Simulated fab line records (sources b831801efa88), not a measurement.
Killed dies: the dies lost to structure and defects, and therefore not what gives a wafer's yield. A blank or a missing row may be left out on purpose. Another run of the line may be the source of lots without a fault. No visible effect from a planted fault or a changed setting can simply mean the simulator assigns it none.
2 desks looking at one fault    flow sky130    each desk holds nothing but its own numbers, with what lay behind them at the end

## AT THE TOOL OWNER'S DESK: lpcvd-01
The tool's own readings at SKY_POLY_GATE_CVD_00 (deposits poly-Si, target thk 180 nm, time 720 s): means of the sampled wafers that have a number, for each lot that ran on this tool. Marked OUT: a lot whose mean sits more than 4 standard deviations from the usual mean, which makes it out of limits; the brackets give that distance.
Columns: A = spikeTcCentreC at SKY_POLY_GATE_CVD_00, usual 621.2 C; B = spikeTcLowerC at SKY_POLY_GATE_CVD_00, usual 620.0 C; C = spikeTcUpperC at SKY_POLY_GATE_CVD_00, usual 618.9 C; D = zonePowerCentrePct at SKY_POLY_GATE_CVD_00, usual 9.21 %; E = zonePowerUpperPct at SKY_POLY_GATE_CVD_00, usual 8.1 %
lot   first seen here  A                B                 C                 D               E
L808  day 13 20:44     620.9            619.4             618.8             8.94            7.7
L811  day 14 22:19     590.3 (-31) OUT  624.7 (+4.3) OUT  623.6 (+4.8) OUT  3.82 (-18) OUT  10.1 (+6.4) OUT
L812  day 15 17:56     590.8 (-30) OUT  623.7             621.8             3.79 (-18) OUT  10.2 (+6.6) OUT
L813  day 15 19:16     589.9 (-31) OUT  623.8             622.9 (+4.2) OUT  3.79 (-18) OUT  10.2 (+6.5) OUT
L823  day 21 03:20     620.6            620.5             619.4             9.57            8.5
L825  day 21 03:20     620.9            619.5             618.8             9.55            8.4
L826  day 21 03:20     620.6            619.2             619.0             9.01            7.7
L828  day 21 05:50     620.7            621.2             618.9             9.54            8.4
L827  day 21 10:29     620.9            620.1             619.1             8.92            7.8
L829  day 21 18:50     621.0            620.7             619.2             8.96            7.8
This desk's finding: out of limits on L811, L812, L813; first on L811, day 14 22:19 (spikeTcCentreC at SKY_POLY_GATE_CVD_00). L808, L823, L825, L826, L828, L827, L829: within limits.

## AT THE METROLOGY DESK
Means of the sampled wafers that have a number, per lot and without regard to the tool the lot ran on: this is what the gauges read. Marked OUT: a lot whose mean sits more than 4 standard deviations from the usual mean, which makes it out of limits; the brackets give that distance.
Columns: A = SONOS_ONO_CVD_02_THK at SKY_SONOS_ONO_THK_MEAS_03, usual 10.53 nm; B = cdNm at SKY_SONOS_ONO_CD_MEAS_13, usual 409.6 nm; C = POLY_GATE_CVD_00_THK at SKY_POLY_GATE_THK_MEAS_01, usual 180.1 nm
lot   first seen here  A      B      C
L808  day 11 12:52     10.43  410.2  177.5
L811  day 12 12:43     10.43  408.1  155.1 (-17) OUT
L812  day 13 05:11     10.57  405.5  162.4 (-12) OUT
L813  day 13 08:25     10.60  409.7  133.3 (-31) OUT
L823  day 16 21:25     10.64  411.6  181.6
L825  day 17 22:41     10.56  412.2  180.2
L826  day 18 06:10     10.34  409.9  180.1
L828  day 18 12:24     10.47  408.3  180.4
L827  day 18 14:49     10.45  407.1  179.2
L829  day 18 23:47     10.45  407.1  178.0
Finding of this desk: L811, L812, L813 out of limits, first seen on L811 at day 14 23:32 (POLY_GATE_CVD_00_THK at SKY_POLY_GATE_THK_MEAS_01). L808, L823, L825, L826, L828, L827, L829: within limits.

## ALL TOGETHER
An alarm could have come from the tool owner's desk at day 14 22:19, on L811, L812, L813.
An alarm was possible from the metrology desk at day 14 23:32, on L811, L812, L813.
On lpcvd-01, each named lot ran SKY_POLY_GATE_CVD_00.

## WHAT THE SIMULATOR PUT IN
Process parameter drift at SKY_POLY_GATE_CVD_00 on lpcvd-01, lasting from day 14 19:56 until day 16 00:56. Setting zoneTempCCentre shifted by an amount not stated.
Struck lots among those shown: L811, L812, L813.
Counting hours from when the fault started, the first reading out of limits came at 2 for the tool owner's desk and at 4 for the metrology desk.
